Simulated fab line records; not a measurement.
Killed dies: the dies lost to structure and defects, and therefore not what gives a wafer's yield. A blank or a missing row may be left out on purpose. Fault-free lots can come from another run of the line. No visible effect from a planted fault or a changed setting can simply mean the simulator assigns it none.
The tool behind it: which one? | flow gf180mcu | route of 602 steps, sampled at 1 step: 12 lots, 36 wafers

## WHAT THE GAUGES SHOWED, per wafer
GF_LVPWELL_OVL_MEAS_07.
lot  | measured    | on         | LVPWELL_OVL (nm)
L075 | day 4 02:17 | overlay-01 | 2.9 4.4 2.5
L077 | day 4 14:21 | overlay-02 | 0.3 0.6 1.1
L079 | day 5 00:19 | overlay-02 | 1.3 -0.3 -0.4
L081 | day 5 13:44 | overlay-01 | 0.4 -0.3 -0.1
L083 | day 5 23:15 | overlay-01 | -0.1 -1.6 0.6
L085 | day 6 11:47 | overlay-02 | -3.3 -2.3 -0.8
L087 | day 6 21:29 | overlay-01 | 2.7 3.4 2.5
L089 | day 7 08:23 | overlay-02 | 0.7 -0.8 -0.7
L091 | day 7 20:14 | overlay-01 | 1.1 -2.3 0.8
L093 | day 8 07:53 | overlay-01 | 1.1 -1.3 1.9
L095 | day 8 19:13 | overlay-01 | 3.7 2.4 3.9
L097 | day 9 11:25 | overlay-01 | 2.4 2.6 0.8

## WHICH TOOL RAN EACH LOT (tool, then ch and the chambers of the sampled wafers, then the start)
No process step before these readings appears in the record.

## THE ANSWER, worked out from the rows above alone
Rule: the lots themselves supply what counts as usual. Put in order of their means at a reading, lots are off if they are a third of the lots or fewer, leave a main group of 4 or more, and stand apart from it by a gap of 3 or more times the standard deviation of the main group's means; of several such gaps the widest counts. A main group whose means are all the same, to the digits that the tables above print for the reading, isn't used. Also off: a lot with no number at a reading for which 4 or more lots have one. Any other lot the step has rows for is counted as sound.
Nothing can be told from this: no lot is off at any reading shown.

## WHAT WAS PUT IN BY THE SIMULATOR
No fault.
